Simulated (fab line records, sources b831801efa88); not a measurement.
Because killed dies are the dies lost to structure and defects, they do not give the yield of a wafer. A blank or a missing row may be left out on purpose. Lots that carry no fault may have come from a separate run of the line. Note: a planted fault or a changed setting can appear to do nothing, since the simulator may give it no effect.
Struck lot and sound lot, side by side | flow sfqLine | 14 steps out of a route of 325
Sound: the wafers L917.2, L917.3, L917.5. Struck: wafer L933.4 (left out: L933.3, L933.6 of the same lot, which were not struck); the cause appears at the end.
Each step with rows lists, per side, the tool, then ch with its chambers, then its first start. Under that, the readings that differ: sound wafers | struck wafers | difference of the means | sigmas: that difference in standard deviations of wafers without a fault.
alike: same words and numbers on both sides, and readings whose means sit less than 2 such deviations apart. not compared: any withheld reading, any reading some wafer has no value for, any bound like >300 that may hide the same value, and any number with overlapping values for which the record gives no deviation.
A row with sigmas, a row that says differs or no value, or rows on one side alone: a step with any of these is where the two part. When numbers do not overlap yet have no deviation, they are printed without sigmas and do not part them. A reading that every wafer of one side lacks parts them only if that side has two wafers or more.

first, 6 steps without rows for these wafers: SFQ_TRILAYER_M2_LITHO_COAT_062 (resist thk 62 nm); SFQ_TRILAYER_M2_LITHO_COAT_057 (resist thk 600 nm); SFQ_TRILAYER_M2_LITHO_SOFTBAKE_061; SFQ_TRILAYER_M2_LITHO_EXPOSE_058 (exposes mask M2, target cd 500 nm); SFQ_TRILAYER_M2_LITHO_PEB_060 (peb time 60 s); SFQ_TRILAYER_M2_LITHO_DEVELOP_059 (time 60 s).
SFQ_M2_OVL_MEAS_916:
  sound on overlay-01, day 28 20:23; struck on overlay-02, day 37 07:05
  alike: M2_OVL
SFQ_TRILAYER_M2_BARC_OPEN_METAL_ETCH_077: etches BARC in O2, target depth 125 nm, time 41.7 s.
  sound on rieMetal-02 ch 0,1, day 28 20:25; struck on rieMetal-02 ch 0, day 37 07:08
  alike: chamberPressureMTorr, drypumpMotorCurrentA, oesProductAu
  not compared: rfHoursCounterH
SFQ_TRILAYER_M2_ETCH_METAL_ETCH_060: etches Nb in Cl2/Ar, stops on SiO2, target depth 240 nm, time 120 s.
  sound on rieMetal-02 ch 0,1, day 28 20:29; struck on rieMetal-02 ch 0, day 37 07:13
  alike: chamberPressureMTorr, drypumpMotorCurrentA, oesProductAu
  not compared: rfHoursCounterH
SFQ_TRILAYER_M2_STRIP_STRIP_061: strips in O2.
  sound on rieMetal-02 ch 0,1, day 28 20:36; struck on rieMetal-02 ch 0, day 37 07:29
  alike: chamberPressureMTorr, drypumpMotorCurrentA, oesProductAu
  not compared: rfHoursCounterH
then, 1 step without rows for these wafers: SFQ_TRILAYER_M2_STRIP_SOLV_CLEAN_062 (cleans in NMP, time 600 s).
SFQ_TRILAYER_I2_DEP_PECVD_063: deposits SiO2 from SiH4/N2O, time 111.11 s, target thk 500 nm.
  sound on pecvd-04 ch 1,2, day 28 21:23; struck on pecvd-04 ch 1, day 37 08:04
  alike: heaterPowerW, throttleValvePct
  not compared: sinceWetCleanH
SFQ_TRILAYER_I2_CMP_CMP_064: polishes SiO2.
  sound on cmp-01 ch 1,2, day 29 00:21; struck on cmp-02 ch 1, day 38 00:35
reading               | sound             | struck | difference | sigmas
headPressurePsi (psi) | 3.012 2.997 2.998 | 2.543  | -0.459     | -71
timeToEndpointS (s)   | 212 212 218       | 278    | +64        | +7
  alike: motorCurrentA
SFQ_I2_BOW_MEAS_917:
  sound on filmMetro-04, day 29 02:52; struck on filmMetro-01, day 38 03:38
  alike: I2_BOW

## WHERE THEY PART
Only at SFQ_TRILAYER_I2_CMP_CMP_064, as far as this record shows. Later steps at which nothing parts them and some readings are alike: SFQ_I2_BOW_MEAS_917.

WHY: what had been put in by the simulator
cmp-02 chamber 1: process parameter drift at SFQ_TRILAYER_I2_CMP_CMP_064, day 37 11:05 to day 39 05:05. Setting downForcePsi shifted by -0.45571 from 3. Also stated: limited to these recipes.
